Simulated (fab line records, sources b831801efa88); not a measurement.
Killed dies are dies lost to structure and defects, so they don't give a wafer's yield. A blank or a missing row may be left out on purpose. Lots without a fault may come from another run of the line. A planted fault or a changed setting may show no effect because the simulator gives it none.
Which tool did it? | flow sky130 | 24 lots, 72 wafers sampled, at 5 steps of a route of 708

WHAT THE GAUGES READ, wafer by wafer
SKY_CAPM_OVL_MEAS_12.
lot  | measured     | on         | CAPM_OVL (nm)
L075 | day 38 05:37 | overlay-01 | 2.2 1.0 0.3
L077 | day 38 21:55 | overlay-01 | 1.4 0.5 2.2
L074 | day 38 22:49 | overlay-01 | 0.0 -0.7 0.7
L076 | day 38 23:21 | overlay-01 | 3.3 2.1 1.1
L078 | day 39 00:50 | overlay-02 | 0.2 0.4 0.4
L079 | day 39 03:31 | overlay-02 | 2.8 2.0 2.2
L080 | day 39 08:23 | overlay-01 | 0.5 0.2 0.7
L081 | day 39 16:49 | overlay-02 | -2.0 -1.0 -1.2
L082 | day 40 03:22 | overlay-01 | 1.0 0.9 1.5
L084 | day 40 14:25 | overlay-02 | 0.0 0.0 -0.3
L083 | day 40 14:43 | overlay-02 | -0.5 0.5 0.6
L085 | day 40 17:34 | overlay-02 | 1.6 -0.8 1.7
L086 | day 41 16:12 | overlay-01 | 0.4 -2.5 -1.4
L088 | day 42 08:12 | overlay-02 | -1.5 -1.2 -1.0
L087 | day 42 13:41 | overlay-01 | 1.8 2.4 1.8
L090 | day 42 19:03 | overlay-02 | 0.9 1.4 0.9
L089 | day 42 21:31 | overlay-02 | 1.5 0.4 0.8
L092 | day 43 02:47 | overlay-02 | 0.4 -0.5 0.9
L091 | day 43 05:55 | overlay-02 | 1.4 2.1 0.2
L093 | day 43 09:41 | overlay-01 | -1.5 -0.9 -0.6
L094 | day 43 17:04 | overlay-01 | 0.2 0.5 0.7
L095 | day 44 01:52 | overlay-01 | 2.1 2.1 1.3
L096 | day 44 07:22 | overlay-01 | 2.2 3.0 2.3
L097 | day 44 12:28 | overlay-02 | 1.5 -1.5 -0.8

SKY_VIA3_BOW_MEAS_03.
lot  | measured     | on            | VIA3_BOW (um)
L075 | day 39 09:08 | film_metro-01 | 57 75 74
L077 | day 40 00:31 | film_metro-02 | 82 82 97
L074 | day 40 02:10 | film_metro-02 | 101 84 90
L076 | day 40 02:38 | film_metro-02 | 79 90 82
L078 | day 40 04:17 | film_metro-04 | 77 76 82
L079 | day 40 06:04 | film_metro-02 | 84 80 70
L080 | day 40 11:17 | film_metro-01 | 80 72 72
L081 | day 40 19:29 | film_metro-04 | 102 98 96
L082 | day 41 06:38 | film_metro-02 | 79 89 83
L084 | day 41 16:38 | film_metro-04 | 74 88 88
L083 | day 41 17:32 | film_metro-01 | 83 85 88
L085 | day 41 19:47 | film_metro-01 | 69 79 71
L086 | day 42 18:15 | film_metro-04 | 86 78 87
L088 | day 43 09:49 | film_metro-01 | 67 69 75
L087 | day 43 15:38 | film_metro-04 | 89 79 81
L090 | day 43 21:18 | film_metro-01 | 85 86 80
L089 | day 43 23:10 | film_metro-01 | 59 80 68
L092 | day 44 04:01 | film_metro-01 | 79 67 74
L091 | day 44 07:45 | film_metro-01 | 70 70 69
L093 | day 44 11:05 | film_metro-01 | 83 80 89
L094 | day 44 18:26 | film_metro-01 | 76 85 91
L095 | day 45 03:08 | film_metro-04 | 93 79 82
L096 | day 45 09:14 | film_metro-01 | 73 83 85
L097 | day 45 13:46 | film_metro-01 | 65 67 81

SKY_VIA3_OVL_MEAS_13.
lot  | measured     | on         | VIA3_OVL (nm)
L075 | day 40 10:10 | overlay-02 | 1 2 1
L077 | day 41 01:35 | overlay-02 | -5 -10 -4
L074 | day 41 02:21 | overlay-02 | -7 -8 -4
L076 | day 41 03:31 | overlay-01 | -1 -4 2
L078 | day 41 05:02 | overlay-02 | 10 11 13
L079 | day 41 05:59 | overlay-01 | 4 3 2
L080 | day 41 11:52 | overlay-02 | 1 0 -1
L081 | day 41 19:51 | overlay-02 | 5 2 6
L082 | day 42 07:08 | overlay-01 | 3 5 2
L084 | day 42 16:05 | overlay-02 | 14 8 -1
L083 | day 42 17:15 | overlay-02 | 12 4 7
L085 | day 42 19:26 | overlay-01 | -5 -3 -4
L086 | day 43 17:18 | overlay-02 | 7 5 8
L088 | day 44 08:38 | overlay-02 | 1 -7 -2
L087 | day 44 14:41 | overlay-02 | 8 1 3
L090 | day 44 19:59 | overlay-01 | -4 1 1
L089 | day 44 22:30 | overlay-01 | 6 9 8
L092 | day 45 02:08 | overlay-02 | 1 -4 3
L091 | day 45 06:38 | overlay-02 | -5 -6 -6
L093 | day 45 09:40 | overlay-02 | -1 7 -3
L094 | day 45 17:05 | overlay-01 | 6 1 8
L095 | day 46 01:26 | overlay-02 | 3 3 4
L096 | day 46 08:05 | overlay-02 | 0 5 -1
L097 | day 46 12:04 | overlay-01 | -1 -1 0

SKY_CAP2M_THK_MEAS_01.
lot  | measured     | on            | CAP2M_CVD_00_THK (nm)
L075 | day 40 11:47 | film_metro-01 | 15.40 15.70 15.38
L077 | day 41 03:23 | film_metro-04 | 15.17 15.37 15.34
L074 | day 41 04:00 | film_metro-01 | 15.66 15.21 15.50
L076 | day 41 05:05 | film_metro-03 | 15.13 15.04 15.49
L078 | day 41 06:37 | film_metro-03 | 15.34 15.53 15.55
L079 | day 41 07:37 | film_metro-01 | 15.40 15.27 15.50
L080 | day 41 13:26 | film_metro-03 | 15.13 15.45 15.28
L081 | day 41 21:30 | film_metro-04 | 14.95 15.54 15.08
L082 | day 42 08:43 | film_metro-03 | 15.04 15.28 15.38
L084 | day 42 17:46 | film_metro-03 | 15.11 15.62 15.46
L083 | day 42 18:55 | film_metro-03 | 15.76 15.87 15.54
L085 | day 42 21:01 | film_metro-04 | 15.54 15.21 15.51
L086 | day 43 18:53 | film_metro-03 | 15.26 15.63 15.44
L088 | day 44 10:14 | film_metro-04 | 15.65 15.37 15.08
L087 | day 44 16:33 | film_metro-01 | 15.32 15.54 15.61
L090 | day 44 21:34 | film_metro-04 | 15.15 15.45 15.28
L089 | day 45 00:04 | film_metro-03 | 15.31 15.73 15.80
L092 | day 45 03:43 | film_metro-01 | 15.99 15.78 15.28
L091 | day 45 08:28 | film_metro-01 | 15.39 14.91 15.07
L093 | day 45 11:15 | film_metro-03 | 15.46 15.25 15.65
L094 | day 45 18:40 | film_metro-04 | 15.53 15.94 15.82
L095 | day 46 03:16 | film_metro-03 | 15.28 15.91 15.42
L096 | day 46 09:39 | film_metro-03 | 15.16 15.80 15.95
L097 | day 46 13:38 | film_metro-04 | 15.21 15.72 15.92

WHICH TOOL RAN EACH LOT (tool, then ch and the chambers of the sampled wafers, then the start)
lot  | SKY_METAL3_STRIP_19
L075 | plasma_asher-02 ch 0,1, day 39 07:58
L077 | plasma_asher-02 ch 0,1, day 39 23:23
L074 | plasma_asher-02 ch 0,1, day 40 01:02
L076 | plasma_asher-01 ch 0,1, day 40 01:29
L078 | plasma_asher-02 ch 1, day 40 03:09
L079 | plasma_asher-03 ch 0,1, day 40 04:56
L080 | plasma_asher-01 ch 0,1, day 40 10:10
L081 | plasma_asher-03 ch 0,1, day 40 18:22
L082 | plasma_asher-03 ch 0,1, day 41 05:10
L084 | plasma_asher-03 ch 0,1, day 41 15:29
L083 | plasma_asher-01 ch 0,1, day 41 16:25
L085 | plasma_asher-01 ch 0,1, day 41 18:36
L086 | plasma_asher-03 ch 0,1, day 42 17:04
L088 | plasma_asher-02 ch 0,1, day 43 08:38
L087 | plasma_asher-03 ch 0,1, day 43 14:26
L090 | plasma_asher-01 ch 0,1, day 43 20:08
L089 | plasma_asher-01 ch 0,1, day 43 21:56
L092 | plasma_asher-01 ch 0,1, day 44 02:54
L091 | plasma_asher-01 ch 0,1, day 44 06:00
L093 | plasma_asher-02 ch 0,1, day 44 09:37
L094 | plasma_asher-01 ch 0,1, day 44 17:15
L095 | plasma_asher-03 ch 0,1, day 45 01:55
L096 | plasma_asher-03 ch 0,1, day 45 07:39
L097 | plasma_asher-02 ch 0,1, day 45 12:36
- SKY_METAL3_STRIP_19: strips in O2/N2.

WHAT THE TOOLS THEMSELVES READ (means of the sampled wafers that have a number; where no wafer has one, the mark that the record gives instead)
SKY_METAL3_STRIP_19.
lot  | tool            | drypump_motor_current_A (A) | oes_product_au (a.u.) | strip_time_to_endpoint_s (s)
L075 | plasma_asher-02 | 5.6                         | 0.494                 | 6.36
L077 | plasma_asher-02 | 5.6                         | 0.500                 | 6.55
L074 | plasma_asher-02 | 5.8                         | 0.502                 | 6.53
L076 | plasma_asher-01 | 5.2                         | 0.503                 | 6.56
L078 | plasma_asher-02 | 5.4                         | 0.499                 | 6.53
L079 | plasma_asher-03 | 5.6                         | 0.503                 | 6.59
L080 | plasma_asher-01 | 5.2                         | 0.511                 | 6.57
L081 | plasma_asher-03 | 5.7                         | 0.498                 | 6.53
L082 | plasma_asher-03 | 5.3                         | 0.495                 | 6.38
L084 | plasma_asher-03 | 5.6                         | 0.501                 | 6.45
L083 | plasma_asher-01 | 5.5                         | 0.501                 | 6.50
L085 | plasma_asher-01 | 5.2                         | 0.506                 | 6.63
L086 | plasma_asher-03 | 5.3                         | 0.503                 | 6.48
L088 | plasma_asher-02 | 5.8                         | 0.495                 | 6.41
L087 | plasma_asher-03 | 5.7                         | 0.504                 | 6.56
L090 | plasma_asher-01 | 5.2                         | 0.500                 | 6.53
L089 | plasma_asher-01 | 5.2                         | 0.503                 | 6.54
L092 | plasma_asher-01 | 5.5                         | 0.493                 | 6.35
L091 | plasma_asher-01 | 5.5                         | 0.504                 | 6.53
L093 | plasma_asher-02 | 5.6                         | 0.502                 | 6.59
L094 | plasma_asher-01 | 5.5                         | 0.502                 | 6.51
L095 | plasma_asher-03 | 5.7                         | 0.499                 | 6.52
L096 | plasma_asher-03 | 5.3                         | 0.503                 | 6.48
L097 | plasma_asher-02 | 5.6                         | 0.502                 | 6.47

THE ANSWER, worked out from the rows above alone
Rule: what is usual is taken from the lots themselves. Put in order of their means at a reading, lots are off if they are a third of the lots or fewer, leave a main group of 4 or more, and stand apart from it by a gap of 3 or more times the standard deviation of the main group's means; of several such gaps the widest counts. A main group whose means are all the same, to the digits that the tables above print for the reading, isn't used. A lot without any number at a reading at which 4 lots or more have one is off too. The other lots that the step has rows for count as sound. The gauges are gone through in route order, then the tools' own readings, and for those a lot's mean is taken as printed above. The first step at which some lot is off is used, and at that step the reading that is off furthest; a lot without a number counts as furthest.
No lot is off at any reading shown: from this, nothing can be told.

WHAT THE SIMULATOR HAD PUT IN
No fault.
